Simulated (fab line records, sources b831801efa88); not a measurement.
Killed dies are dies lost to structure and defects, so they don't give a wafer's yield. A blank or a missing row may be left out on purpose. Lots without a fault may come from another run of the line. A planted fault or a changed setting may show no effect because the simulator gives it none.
Which tool did it? | flow sky130 | 12 lots, 36 wafers sampled, at 4 steps of a route of 708

WHAT THE GAUGES READ, wafer by wafer
SKY_CAP2M_THK_MEAS_04: measures by xrf. Usual: CAP2M_TIN_THK 202.3 nm, standard deviation 2.3.
lot  | measured     | on            | CAP2M_TIN_THK (nm) | flag
L246 | day 39 00:09 | film_metro-03 | 204.5 203.7 204.2  |
L247 | day 39 20:27 | film_metro-03 | 204.1 203.9 206.2  |
L249 | day 40 06:07 | film_metro-02 | 201.0 198.5 199.2  |
L253 | day 42 00:32 | film_metro-01 | 202.0 204.8 202.1  |
L254 | day 42 00:40 | film_metro-03 | 202.5 204.8 203.2  |
L255 | day 42 09:11 | film_metro-01 | 202.2 203.6 202.6  |
L257 | day 42 14:29 | film_metro-03 | 202.6 202.3 201.9  |
L261 | day 45 00:44 | film_metro-01 | 199.9 200.6 200.4  |
L265 | day 45 02:23 | film_metro-03 | 203.2 204.3 203.4  |
L266 | day 45 19:04 | film_metro-02 | 200.5 202.0 200.2  |
L269 | day 46 00:55 | film_metro-03 | 207.2 208.1 208.3  |
L267 | day 46 01:55 | film_metro-01 | 203.1 201.8 201.5  |

WHICH TOOL RAN EACH LOT (tool, then ch and the chambers of the sampled wafers, then the start)
lot  | SKY_VIA3_CMP_02               | SKY_METAL4_SPUTTER_03        | SKY_CAP2M_SPUTTER_02
L246 | cmp-01 ch 1,2, day 37 21:31   | pvd_sputter-03, day 38 23:46 | pvd_sputter-02, day 38 23:55
L247 | cmp-01 ch 2,3, day 38 16:47   | pvd_sputter-01, day 39 20:04 | pvd_sputter-04, day 39 20:13
L249 | cmp-01 ch 0,2,3, day 39 03:32 | pvd_sputter-01, day 40 05:44 | pvd_sputter-04, day 40 05:53
L253 | cmp-01 ch 0,1, day 40 20:30   | pvd_sputter-02, day 42 00:09 | pvd_sputter-04, day 42 00:18
L254 | cmp-01 ch 0,1,2, day 40 21:19 | pvd_sputter-01, day 42 00:14 | pvd_sputter-02, day 42 00:23
L255 | cmp-02 ch 0,1, day 41 06:49   | pvd_sputter-01, day 42 08:47 | pvd_sputter-02, day 42 08:56
L257 | cmp-02 ch 0,2,3, day 41 13:26 | pvd_sputter-01, day 42 14:05 | pvd_sputter-04, day 42 14:15
L261 | cmp-01 ch 0,3, day 44 00:59   | pvd_sputter-02, day 45 00:20 | pvd_sputter-01, day 45 00:29
L265 | cmp-01 ch 0,2, day 44 01:53   | pvd_sputter-03, day 45 01:59 | pvd_sputter-02, day 45 02:08
L266 | cmp-01 ch 0,1,3, day 44 19:40 | pvd_sputter-02, day 45 18:41 | pvd_sputter-01, day 45 18:50
L269 | cmp-01 ch 1,2,3, day 45 02:35 | pvd_sputter-03, day 46 00:32 | pvd_sputter-01, day 46 00:41
L267 | cmp-01 ch 1,2,3, day 45 02:47 | pvd_sputter-01, day 46 01:32 | pvd_sputter-04, day 46 01:41
- SKY_VIA3_CMP_02: polishes SiO2.
- SKY_METAL4_SPUTTER_03: material Ti, target thk 5 nm, time 3.3 s.
- SKY_CAP2M_SPUTTER_02: material TiN, target thk 200 nm, time 166.7 s.

WHAT THE TOOLS THEMSELVES READ (means of the sampled wafers that have a number; where no wafer has one, the mark that the record gives instead)
SKY_VIA3_CMP_02. Usual: motor_current_A 11.6 A, standard deviation 0.96.
lot  | tool   | motor_current_A (A) | flag
L246 | cmp-01 | 10.9                |
L247 | cmp-01 | 11.6                |
L249 | cmp-01 | 11.7                |
L253 | cmp-01 | 12.6                |
L254 | cmp-01 | 12.0                |
L255 | cmp-02 | 11.2                |
L257 | cmp-02 | 11.5                |
L261 | cmp-01 | 12.0                |
L265 | cmp-01 | 11.6                |
L266 | cmp-01 | 12.3                |
L269 | cmp-01 | 11.4                |
L267 | cmp-01 | 11.4                |

SKY_METAL4_SPUTTER_03. Usual: cathode_dc_power_W 3000.0 W, standard deviation 0.51; chamber_pressure_pa 0.3999 Pa, standard deviation 0.00079; throttle_valve_pct 30.0 %, standard deviation 0.99.
lot  | tool           | cathode_dc_power_W (W) | chamber_pressure_pa (Pa) | throttle_valve_pct (%) | flag
L246 | pvd_sputter-03 | 3000.2                 | 0.3994                   | 28.8                   |
L247 | pvd_sputter-01 | 3000.1                 | 0.3996                   | 29.5                   |
L249 | pvd_sputter-01 | 3000.8                 | 0.4006                   | 29.8                   |
L253 | pvd_sputter-02 | 2999.7                 | 0.3991                   | 30.9                   |
L254 | pvd_sputter-01 | 3000.0                 | 0.3497                   | 31.8                   | OFF
L255 | pvd_sputter-01 | 3000.0                 | 0.3495                   | 31.1                   | OFF
L257 | pvd_sputter-01 | 3000.1                 | 0.3513                   | 31.5                   | OFF
L261 | pvd_sputter-02 | 3000.4                 | 0.4003                   | 30.8                   |
L265 | pvd_sputter-03 | 3000.1                 | 0.4000                   | 29.1                   |
L266 | pvd_sputter-02 | 3000.1                 | 0.4002                   | 30.0                   |
L269 | pvd_sputter-03 | 3000.5                 | 0.4001                   | 29.1                   |
L267 | pvd_sputter-01 | 3000.2                 | 0.4003                   | 30.0                   |

SKY_CAP2M_SPUTTER_02. Usual: cathode_dc_power_W 6499.9 W, standard deviation 1.1; chamber_pressure_pa 0.4000 Pa, standard deviation 0.00077; throttle_valve_pct 29.8 %, standard deviation 0.85.
lot  | tool           | cathode_dc_power_W (W) | chamber_pressure_pa (Pa) | throttle_valve_pct (%) | flag
L246 | pvd_sputter-02 | 6499.3                 | 0.4002                   | 29.9                   |
L247 | pvd_sputter-04 | 6500.1                 | 0.3999                   | 29.1                   |
L249 | pvd_sputter-04 | 6499.7                 | 0.3992                   | 29.1                   |
L253 | pvd_sputter-04 | 6500.9                 | 0.3997                   | 29.9                   |
L254 | pvd_sputter-02 | 6500.8                 | 0.4009                   | 30.8                   |
L255 | pvd_sputter-02 | 6499.4                 | 0.4002                   | 30.8                   |
L257 | pvd_sputter-04 | 6498.8                 | 0.4003                   | 29.2                   |
L261 | pvd_sputter-01 | 6500.2                 | 0.3998                   | 29.8                   |
L265 | pvd_sputter-02 | 6499.6                 | 0.4004                   | 30.1                   |
L266 | pvd_sputter-01 | 6499.4                 | 0.4002                   | 30.2                   |
L269 | pvd_sputter-01 | 6499.3                 | 0.4001                   | 29.5                   |
L267 | pvd_sputter-04 | 6498.6                 | 0.4002                   | 29.7                   |

THE ANSWER, worked out from the rows above alone
Rule: a lot is off if the mean of its wafers that have a number lies more than 3 standard deviations from the usual mean. A lot without any number at a reading at which 4 lots or more have one is off too. The other lots that the step has rows for count as sound. The gauges are gone through in route order, then the tools' own readings, and for those a lot's mean is taken as printed above. The first step at which some lot is off is used, and at that step the reading that is off furthest; a lot without a number counts as furthest.
Off: L254, L255, L257, at SKY_METAL4_SPUTTER_03 (chamber_pressure_pa).
A tool fits if, at that step or a process step before it, it ran every lot that is off, and no sound lot after the first of them. None of those tried fits.

WHAT THE SIMULATOR HAD PUT IN
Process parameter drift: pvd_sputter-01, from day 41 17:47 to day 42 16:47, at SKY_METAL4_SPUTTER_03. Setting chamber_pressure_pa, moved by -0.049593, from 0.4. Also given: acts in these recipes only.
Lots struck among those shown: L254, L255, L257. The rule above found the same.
